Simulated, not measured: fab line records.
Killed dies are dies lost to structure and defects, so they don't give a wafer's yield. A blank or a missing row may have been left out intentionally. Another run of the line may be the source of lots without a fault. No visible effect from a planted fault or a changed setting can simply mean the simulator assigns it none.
Split-lot study :: flow gf180mcu :: 5 lots, 23 wafers read, on a route of 602 steps

## ON THE SPLIT
At GF_CONTACT_SPUTTER_22 (material Ti, target thk 15 nm, time 80.02 s), the setting time s was moved away from the recipe's 80.02 s on 9 of the 23 wafers read, by -11.6% to +12.2%. This setting was run at the recipe's value on the other wafers.

The reading comes from the split's own step.

## THE READING
Ti_of_CONTACT_SPUTTER_22.thk nm (the simulator's own value, which no gauge read), in nm, at GF_CONTACT_SPUTTER_22 (material Ti, target thk 15 nm, time 80.02 s). No usual value for it is given in the file. Average 15.05 nm, standard deviation 0.17 nm, over the 14 wafers here run with the recipe.

wafer: L077.2
tool, chamber at the split: pvd sputter-04, -
time s as run, s: 89.79
against the recipe: +12.2%
Ti_of_CONTACT_SPUTTER_22.thk nm, nm: 16.63
against lot-mates on the recipe: +1.72

wafer: L077.3
tool, chamber at the split: pvd sputter-04, -
time s as run, s: 80.02
against the recipe: recipe
Ti_of_CONTACT_SPUTTER_22.thk nm, nm: 14.9
against lot-mates on the recipe: -

wafer: L077.4
tool, chamber at the split: pvd sputter-04, -
time s as run, s: 89.79
against the recipe: +12.2%
Ti_of_CONTACT_SPUTTER_22.thk nm, nm: 16.76
against lot-mates on the recipe: +1.85

wafer: L077.5
tool, chamber at the split: pvd sputter-04, -
time s as run, s: 80.02
against the recipe: recipe
Ti_of_CONTACT_SPUTTER_22.thk nm, nm: 14.87
against lot-mates on the recipe: -

wafer: L077.6
tool, chamber at the split: pvd sputter-04, -
time s as run, s: 80.02
against the recipe: recipe
Ti_of_CONTACT_SPUTTER_22.thk nm, nm: 14.95
against lot-mates on the recipe: -

wafer: L076.1
tool, chamber at the split: pvd sputter-02, -
time s as run, s: 74.18
against the recipe: -7.3%
Ti_of_CONTACT_SPUTTER_22.thk nm, nm: 13.85
against lot-mates on the recipe: -1.51

wafer: L076.2
tool, chamber at the split: pvd sputter-02, -
time s as run, s: 74.18
against the recipe: -7.3%
Ti_of_CONTACT_SPUTTER_22.thk nm, nm: 13.9
against lot-mates on the recipe: -1.46

wafer: L076.3
tool, chamber at the split: pvd sputter-02, -
time s as run, s: 80.02
against the recipe: recipe
Ti_of_CONTACT_SPUTTER_22.thk nm, nm: 15.35
against lot-mates on the recipe: -

wafer: L076.5
tool, chamber at the split: pvd sputter-02, -
time s as run, s: 80.02
against the recipe: recipe
Ti_of_CONTACT_SPUTTER_22.thk nm, nm: 15.36
against lot-mates on the recipe: -

wafer: L076.6
tool, chamber at the split: pvd sputter-02, -
time s as run, s: 74.18
against the recipe: -7.3%
Ti_of_CONTACT_SPUTTER_22.thk nm, nm: 13.99
against lot-mates on the recipe: -1.37

wafer: L081.2
tool, chamber at the split: pvd sputter-03, -
time s as run, s: 80.02
against the recipe: recipe
Ti_of_CONTACT_SPUTTER_22.thk nm, nm: 14.99
against lot-mates on the recipe: -

wafer: L081.3
tool, chamber at the split: pvd sputter-03, -
time s as run, s: 80.02
against the recipe: recipe
Ti_of_CONTACT_SPUTTER_22.thk nm, nm: 15
against lot-mates on the recipe: -

wafer: L081.4
tool, chamber at the split: pvd sputter-03, -
time s as run, s: 80.02
against the recipe: recipe
Ti_of_CONTACT_SPUTTER_22.thk nm, nm: 15.09
against lot-mates on the recipe: -

wafer: L080.2
tool, chamber at the split: pvd sputter-03, -
time s as run, s: 70.77
against the recipe: -11.6%
Ti_of_CONTACT_SPUTTER_22.thk nm, nm: 13.29
against lot-mates on the recipe: -1.61

wafer: L080.3
tool, chamber at the split: pvd sputter-03, -
time s as run, s: 80.02
against the recipe: recipe
Ti_of_CONTACT_SPUTTER_22.thk nm, nm: 14.9
against lot-mates on the recipe: -

wafer: L080.4
tool, chamber at the split: pvd sputter-03, -
time s as run, s: 80.02
against the recipe: recipe
Ti_of_CONTACT_SPUTTER_22.thk nm, nm: 14.87
against lot-mates on the recipe: -

wafer: L080.5
tool, chamber at the split: pvd sputter-03, -
time s as run, s: 70.77
against the recipe: -11.6%
Ti_of_CONTACT_SPUTTER_22.thk nm, nm: 13.35
against lot-mates on the recipe: -1.55

wafer: L080.6
tool, chamber at the split: pvd sputter-03, -
time s as run, s: 80.02
against the recipe: recipe
Ti_of_CONTACT_SPUTTER_22.thk nm, nm: 14.94
against lot-mates on the recipe: -

wafer: L083.2
tool, chamber at the split: pvd sputter-04, -
time s as run, s: 80.02
against the recipe: recipe
Ti_of_CONTACT_SPUTTER_22.thk nm, nm: 15.03
against lot-mates on the recipe: -

wafer: L083.3
tool, chamber at the split: pvd sputter-04, -
time s as run, s: 86.58
against the recipe: +8.2%
Ti_of_CONTACT_SPUTTER_22.thk nm, nm: 16.52
against lot-mates on the recipe: +1.35

wafer: L083.4
tool, chamber at the split: pvd sputter-04, -
time s as run, s: 80.02
against the recipe: recipe
Ti_of_CONTACT_SPUTTER_22.thk nm, nm: 15.23
against lot-mates on the recipe: -

wafer: L083.5
tool, chamber at the split: pvd sputter-04, -
time s as run, s: 80.02
against the recipe: recipe
Ti_of_CONTACT_SPUTTER_22.thk nm, nm: 15.26
against lot-mates on the recipe: -

wafer: L083.6
tool, chamber at the split: pvd sputter-04, -
time s as run, s: 86.58
against the recipe: +8.2%
Ti_of_CONTACT_SPUTTER_22.thk nm, nm: 16.45
against lot-mates on the recipe: +1.28

THE FIT
A straight line over all 23 wafers: Ti_of_CONTACT_SPUTTER_22.thk nm changes by +0.15 nm for each +1% of time s; r = +0.99; the points scatter about the line by 0.17 nm.
The same after taking each lot's own level away (the mean of its wafers on the recipe; 23 wafers): +0.155 nm for each +1%; r = +0.99; scatter 0.15 nm.
The reading moves by 1.9 nm for the largest change in time s, on that fit.
From 14.903 to 15.355 nm: that is the span of the lots' own levels, equal to 2.7 times the standard deviation above.
The two slopes agree, so the slope changes little with the lot-to-lot level.
Check: for one of the wafers moved furthest among these (+12.2%), held out of the fit, the line's prediction against its lot-mates is +1.9 nm. It came out at +1.72 nm against them.

## ADDITIONAL SPLITS CARRIED BY THESE WAFERS
Before the reading, these wafers also passed through other splits. Each is held against what the fit with the lots' levels taken away leaves over:
other split on the same wafers: GF_HV_LDD_CVD_56 temp c
wafers away from the commonest value: 15
r with Ti_of_CONTACT_SPUTTER_22.thk nm (lot level and that fit taken away): +0.36

other split on the same wafers: GF_HV_LDD_ETCHBACK_58 source w
wafers away from the commonest value: 8
r with Ti_of_CONTACT_SPUTTER_22.thk nm (lot level and that fit taken away): +0.12

other split on the same wafers: GF_PSD_DEVELOP_06 develop time s
wafers away from the commonest value: 9
r with Ti_of_CONTACT_SPUTTER_22.thk nm (lot level and that fit taken away): -0.01

other split on the same wafers: GF_PSD_IMPLANT_09 energy kev
wafers away from the commonest value: 6
r with Ti_of_CONTACT_SPUTTER_22.thk nm (lot level and that fit taken away): +0.21

## THE FILE'S OWN FIT
Ti_of_CONTACT_SPUTTER_22.thk nm changes by +0.152 nm for each +1% of time s, r = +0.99.
